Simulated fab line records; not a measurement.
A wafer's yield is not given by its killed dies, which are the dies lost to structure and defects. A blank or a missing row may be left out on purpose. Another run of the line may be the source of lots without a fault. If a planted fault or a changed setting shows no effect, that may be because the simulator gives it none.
Chamber matching + flow gf180mcu + GF_V4_CMP_26 on cmp-02 has 4 sister chambers
The step polishes, stops on SiO2, t overpolish 15 s, target thk 0 nm. 4 wafers are shown with their chamber, then 9 later ones without.

== EACH WAFER AND ITS CHAMBER ==
| wafer  | chamber | motor-current-A (A) |
|--------|---------|---------------------|
| L305.2 | 2       | 11.7                |
| L307.1 | 0       | 9.9                 |
| L307.4 | 1       | 11.8                |
| L307.6 | 3       | 11.6                |

== WAFERS WITH NO CHAMBER GIVEN ==
| wafer  | motor-current-A (A) |
|--------|---------------------|
| L308.4 | 11.7                |
| L308.5 | 10.6                |
| L308.6 | 11.7                |
| L318.1 | 11.0                |
| L318.4 | 11.4                |
| L318.6 | 11.5                |
| L320.1 | 10.4                |
| L320.3 | 11.6                |
| L320.6 | 11.1                |

== THE CHAMBER EACH PASSED THROUGH ==
| wafer  | from the rows above               | in truth |
|--------|-----------------------------------|----------|
| L308.4 | can't be placed: 2 or 3 or 1      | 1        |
| L308.5 | can't be placed: 0 or 3 or 2 or 1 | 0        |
| L308.6 | can't be placed: 2 or 3 or 1      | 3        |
| L318.1 | can't be placed: 3 or 2 or 1 or 0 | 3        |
| L318.4 | can't be placed: 3 or 2 or 1      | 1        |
| L318.6 | can't be placed: 3 or 2 or 1      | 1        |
| L320.1 | can't be placed: 0 or 3           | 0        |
| L320.3 | can't be placed: 3 or 2 or 1      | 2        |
| L320.6 | can't be placed: 3 or 2 or 1 or 0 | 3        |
Placed correctly: 0 of 9. These rows do not allow placing 9 (true chamber among the candidates in 9). 0 placed wrongly.
How it was worked out, from the rows above alone: a wafer's distance from a chamber is the root of the sum, over the readings, of the square of ((its reading less the chamber's mean) divided by the reading's scatter). The wafer belongs to the nearest chamber; if the next one is less than 2 further off, it can't be placed. A chamber's mean is the mean of its shown wafers. The scatter: with one shown wafer a chamber, the root of the mean of the squares of how far each hidden wafer lies from its nearest shown one.
